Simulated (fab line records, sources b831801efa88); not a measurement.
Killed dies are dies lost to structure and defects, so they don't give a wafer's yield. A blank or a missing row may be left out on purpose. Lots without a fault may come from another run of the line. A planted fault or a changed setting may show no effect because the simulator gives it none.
fab line records | flow sky130
record lots=13 wafers=39 last_day=50
route steps=708 shown NWELL@33 SONOS_TUNNEL@161 POLY_GATE@228 PAD_OPEN@708
lots that met no fault: from a run of the same line without faults
start_h: hours from the record's first day to the start of the lot's first wafer shown | wait_h: hours since the lot's step before | " the same as in the row above | L1.1+2: a row that stands for several wafers | - no value, or no start given | * or withheld: withheld | < > ~ a bound
route shown NAME@n: a module of which the file shows steps, and the number in the route of the first | usual: mean/standard deviation of fault-free wafers | same: alike in all rows | chamber/n: place in a boat | sites: the reading at each site | _std_site: their standard deviation | _edge_site: outer sites' mean less inner sites' | radius_mm: how far each site lies from the wafer's centre | mask NAME#n: copy n | behind: the tool/chamber that last shaped the wafer | hold: why the lot was held/for how many hours/how that ended | device: the transistor (n, p or np) that didn't switch | end of line: the same wafers' tests at the end of the route | a step without rows: its recipe alone | killed: dies lost to structure and defects at the first sort, not the wafer's yield | map: a wafer's dies, x killed, . not, _ none there
set.NAME: the setting as run; set.NAME@STEP: as run at that earlier step | model.NAME: the simulator's own value behind a step, which no gauge read
steps of the route over a sample of lots; a table a step, a row a wafer
services: from which hour (start_h, from the record's first day; less than 0 if before it) a tool's chamber was out of use, for how many hours, and why
## steps
# step SKY_NWELL_OXIDATION_01
# recipe temp_c=900 ambient=O2 stabilise_s=600 purge_s=300 target_thk_a=100 ox_time_s=1418
# usual tube_center_temp_C=900.01/0.085
# same purge_s=300
# columns lot.wafer tool chamber start_h wait_h tube_center_temp_C
L662.3 furnace-02 0 33.20 0.1 899.96
L662.5 " 0 " " 900.07
L662.6 " 0 " " 900
L663.1 furnace-01 0 37.66 0.0 900.09
L663.3 " 0 " " 899.94
L663.6 " 0 " " 899.93
L663.1 furnace-01 0 39.22 0.2 899.89
L663.3 " 0 " " 900.07
L663.6 " 0 " " 900.01
L665.1 furnace-01 0 59.71 7.3 899.89
L665.4 " 0 " " 899.97
L665.6 " 0 " " 900.02
L669.3 furnace-01 0 82.14 1.6 900.17
L669.5 " 0 " " 900.18
L669.6 " 0 " " 900.09
L669.3 furnace-01 0 84.88 1.3 899.99
L669.5 " 0 " " 900.05
L669.6 " 0 " " 900.01
L670.2 furnace-02 0 83.91 0.8 900.09
L670.3 " 0 " " 900.08
L670.6 " 0 " " 900.07
L670.2 furnace-01 0 86.06 0.8 900.15
L670.3 " 0 " " 899.98
L670.6 " 0 " " 900.01
L671.2 furnace-02 0 83.91 0.8 899.95
L671.3 " 0 " " 899.86
L671.6 " 0 " " 900.02
L674.1 furnace-02 0 103.59 2.1 900.14
L674.3 " 0 " " 899.89
L674.4 " 0 " " 900.13
L675.2 furnace-02 0 103.59 2.1 899.93
L675.3 " 0 " " 900.06
L675.6 " 0 " " 900.07
L676.3 furnace-01 0 110.69 0.6 899.99
L676.5 " 0 " " 900.02
L676.6 " 0 " " 899.98
L679.1 furnace-02 0 125.99 0.4 900.05
L679.5 " 0 " " 900.08
L679.6 " 0 " " 899.95
L682.1 furnace-02 0 138.73 0.0 900.09
L682.5 " 0 " " 900.11
L682.6 " 0 " " 900.05
L684.1 furnace-01 0 153.66 1.8 900.02
L684.2 " 0 " " 899.98
L684.4 " 0 " " 900.01
L685.4 furnace-02 0 155.73 0.3 900.13
L685.5 " 0 " " 899.86
L685.6 " 0 " " 900.15
# step SKY_NWELL_THK_MEAS_02
# recipe reads=SiO2_of_NWELL_OXIDATION_01
# usual NWELL_OXIDATION_THK=9.97/0.16
# columns lot.wafer tool chamber start_h wait_h NWELL_OXIDATION_THK[nm]
L662.3 film_metro-01 - 34.61 0.0 9.99
L662.5 " - " " 9.90
L662.6 " - " " 9.86
L663.1 film_metro-03 - 40.62 0.0 15.78
L663.3 " - " " 16.20
L663.6 " - " " 16.26
L665.1 film_metro-01 - 61.11 0.0 10.28
L665.4 " - " " 10.15
L665.6 " - " " 10.06
L671.2 film_metro-01 - 85.31 0.0 9.71
L671.3 " - " " 9.90
L671.6 " - " " 9.75
L669.3 film_metro-03 - 86.30 0.0 16.68
L669.5 " - " " 16.61
L669.6 " - " " 16.67
L670.2 film_metro-02 - 87.46 0.0 16.18
L670.3 " - " " 16.13
L670.6 " - " " 16.17
L674.1 film_metro-01 - 104.98 0.0 10.10
L674.3 " - " " 10.20
L674.4 " - " " 10.02
L675.2 film_metro-02 - 104.99 0.0 10.17
L675.3 " - " " 10.12
L675.6 " - " " 10.04
L676.3 film_metro-01 - 112.11 0.0 9.86
L676.5 " - " " 9.79
L676.6 " - " " 10.06
L679.1 film_metro-02 - 127.38 0.0 10.21
L679.5 " - " " 10.15
L679.6 " - " " 10.06
L682.1 film_metro-01 - 140.13 0.0 9.96
L682.5 " - " " 9.94
L682.6 " - " " 9.83
L684.1 film_metro-02 - 155.05 0.0 9.70
L684.2 " - " " 9.63
L684.4 " - " " 9.67
L685.4 film_metro-02 - 157.15 0.0 9.88
L685.5 " - " " 9.93
L685.6 " - " " 9.93
# step SKY_NWELL_RTA_28
# recipe temp_c=1050 time_s=30 idle_temp_c=650 ramp_up_c_per_s=150 ramp_down_c_per_s=90 ambient=N2
# usual lamp_power_pct=25.30/0.053 wafer_temp_C_max=1054.9/0.95
# columns lot.wafer tool chamber start_h wait_h lamp_power_pct wafer_temp_C_max
L662.3 rtp_anneal-01 0 100.20 0.0 25.32 1056.1
L662.5 " 0 " " 25.40 1054.3
L662.6 " 0 " " 25.30 1055.4
L663.1 rtp_anneal-02 0 106.07 0.0 25.36 1054.0
L663.3 " 0 " " 25.30 1055.7
L663.6 " 0 " " 25.31 1054.8
L665.1 rtp_anneal-01 0 133.53 0.0 25.37 1055.1
L665.4 " 0 " " 25.39 1055.7
L665.6 " 0 " " 25.25 1053.6
L669.3 rtp_anneal-02 0 162.10 0.0 25.29 1056.2
L669.5 " 0 " " 25.31 1054.5
L669.6 " 0 " " 25.36 1055.6
L670.2 rtp_anneal-01 0 162.70 0.0 25.22 1054.6
L670.3 " 0 " " 25.34 1053.7
L670.6 " 0 " " 25.23 1054.9
L671.2 rtp_anneal-02 0 163.58 0.0 25.31 1057.1
L671.3 " 0 " " 25.29 1057.9
L671.6 " 0 " " 25.25 1054.7
L675.2 rtp_anneal-02 0 183.65 0.0 25.35 1055.2
L675.3 " 0 " " 25.31 1056.0
L675.6 " 0 " " 25.34 1055.2
L674.1 rtp_anneal-01 0 184.58 0.0 25.26 1057.6
L674.3 " 0 " " 25.38 1053.8
L674.4 " 0 " " 25.23 1055.5
L676.3 rtp_anneal-01 0 193.90 0.0 25.26 1053.8
L676.5 " 0 " " 25.31 1055.3
L676.6 " 0 " " 25.32 1053.4
L679.1 rtp_anneal-02 0 209.89 0.0 25.38 1055.8
L679.5 " 0 " " 25.29 1054.3
L679.6 " 0 " " 25.29 1055.4
L682.1 rtp_anneal-01 0 226.28 0.0 25.25 1055.1
L682.5 " 0 " " 25.38 1054.5
L682.6 " 0 " " 25.35 1055.8
L684.1 rtp_anneal-01 0 244.22 0.0 25.35 1053.0
L684.2 " 0 " " 25.28 1054.1
L684.4 " 0 " " 25.27 1055.7
L685.4 rtp_anneal-02 0 245.58 0.1 25.23 1054.8
L685.5 " 0 " " 25.26 1053.9
L685.6 " 0 " " 25.39 1054.4
# step SKY_SONOS_TUNNEL_CD_MEAS_07
# recipe target_cd_nm=410
# usual cd_nm=410.0/2.8
# columns lot.wafer tool chamber start_h wait_h cd_nm
L662.3 cd_sem-02 - 250.27 0.1 407.2
L662.5 " - " " 407.9
L662.6 " - " " 409.8
L663.1 cd_sem-02 - 257.24 0.1 406.0
L663.3 " - " " 403.9
L663.6 " - " " 405.2
L665.1 cd_sem-01 - 291.68 0.1 413.6
L665.4 " - " " 413.6
L665.6 " - " " 414.7
L669.3 cd_sem-02 - 329.67 0.1 410.3
L669.5 " - " " 409.0
L669.6 " - " " 410.9
L670.2 cd_sem-01 - 330.60 0.1 408.5
L670.3 " - " " 406.3
L670.6 " - " " 408.7
L671.2 cd_sem-01 - 333.17 0.2 409.2
L671.3 " - " " 409.3
L671.6 " - " " 407.4
L675.2 cd_sem-01 - 358.90 0.1 410.3
L675.3 " - " " 411.6
L675.6 " - " " 410.8
L674.1 cd_sem-01 - 361.08 0.1 408.3
L674.3 " - " " 409.7
L674.4 " - " " 407.2
L676.3 cd_sem-02 - 372.47 0.1 408.9
L676.5 " - " " 408.1
L676.6 " - " " 408.2
L679.1 cd_sem-02 - 391.93 0.1 408.8
L679.5 " - " " 406.7
L679.6 " - " " 407.3
L682.1 cd_sem-01 - 411.23 0.1 407.7
L682.5 " - " " 409.4
L682.6 " - " " 407.5
L684.1 cd_sem-02 - 436.23 0.1 412.3
L684.2 " - " " 413.2
L684.4 " - " " 412.9
L685.4 cd_sem-01 - 438.69 0.1 412.7
L685.5 " - " " 412.7
L685.6 " - " " 412.3
# step SKY_POLY_GATE_OVL_MEAS_14
# usual POLY_GATE_OVL=-2/5.1
# columns lot.wafer tool chamber start_h wait_h POLY_GATE_OVL[nm]
L662.3 overlay-02 - 375.66 0.1 9
L662.5 " - " " 5
L662.6 " - " " 5
L663.1 overlay-01 - 380.15 0.1 -3
L663.3 " - " " 1
L663.6 " - " " 1
L665.1 overlay-02 - 415.50 0.1 1
L665.4 " - " " -4
L665.6 " - " " -2
L669.3 overlay-02 - 467.61 0.1 -8
L669.5 " - " " -13
L669.6 " - " " -9
L670.2 overlay-02 - 469.91 0.1 -10
L670.3 " - " " -1
L670.6 " - " " -9
L671.2 overlay-01 - 469.91 0.1 2
L671.3 " - " " -5
L671.6 " - " " 0
L675.2 overlay-01 - 489.85 0.1 -3
L675.3 " - " " 4
L675.6 " - " " 1
L674.1 overlay-01 - 498.05 0.1 -3
L674.3 " - " " -8
L674.4 " - " " -4
L676.3 overlay-01 - 518.02 0.1 7
L676.5 " - " " 2
L676.6 " - " " 3
L679.1 overlay-02 - 527.55 0.1 4
L679.5 " - " " 7
L679.6 " - " " 6
L682.1 overlay-02 - 545.95 0.1 -4
L682.5 " - " " 7
L682.6 " - " " 0
L684.1 overlay-01 - 569.35 0.1 2
L684.2 " - " " -7
L684.4 " - " " -7
L685.4 overlay-02 - 571.77 0.1 0
L685.5 " - " " -1
L685.6 " - " " 5
# step SKY_PAD_OPEN_PROBE_99
# usual killed_at_M0_to_M3=42/6.2 killed_at_M4_up=3.0/1.8 killed_at_contacts=25/5.9 killed_at_front_end=15/4.5 killed_at_other=0.2/0.45 killed_dies=85/9.9 killed_open=47/6.7 killed_short=39/6.4
# same gross_dies=492 killed_at_back_side=0
# columns lot.wafer tool chamber start_h wait_h killed_at_M0_to_M3 killed_at_M4_up killed_at_contacts killed_at_front_end killed_at_other killed_dies killed_open killed_short
L663.6 prober-02 - 1088.30 0.2 33 2 30 10 0 75 37 38
# killed by level:class
L663.6 VIA1:geometric_particle:open=12 CONTACT:geometric_particle:short=9 LI_CONTACT:geometric_particle:open=7 CONTACT:geometric_particle:open=6 LI_CONTACT:geometric_particle:short=5 VIA1:geometric_particle:short=5 FIELD_ISO:geometric_particle:open=3 VIA3:geometric_particle:open=3
## services
# columns tool chamber start_h hours kind
furnace-01 - 18.93 3.7 pm
furnace-02 - 94.08 3.6 pm
furnace-01 - 98.35 3.5 pm
furnace-01 - 102.79 3.7 repair
furnace-01 - 186.93 3.4 pm
furnace-01 - 224.93 4.2 repair
furnace-01 - 234.79 9.1 pm
## key
first_sign step=SKY_NWELL_OXIDATION_01 reading=visit direction=added
effect step=SKY_NWELL_THK_MEAS_02 reading=NWELL_OXIDATION_THK direction=up sigmas=41 usual=9.97 struck=16.30
met_at SKY_NWELL_OXIDATION_01
struck_lots L663,L669,L670
rows_end L669.3
tester_left_out L663,L669,L670
not_acting_at SKY_NWELL_RTA_28,SKY_SONOS_TUNNEL_CD_MEAS_07,SKY_POLY_GATE_OVL_MEAS_14
fault kind=repeated_step_whole tool=furnace-01,furnace-02 chamber=- onset_h=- steps=SKY_NWELL_OXIDATION_01 times=1 scope=struck_lots_only
# tester_left_out: of these lots the tester's yield and bins aren't shown, on N5 and GAA mostly nor the transistor test; their killed dies are dies lost to structure and defects alone, not to doping, threshold or leakage, so they don't give the yield
# rows_end: these wafers met a further fault down the route, and their rows from its step on are left out
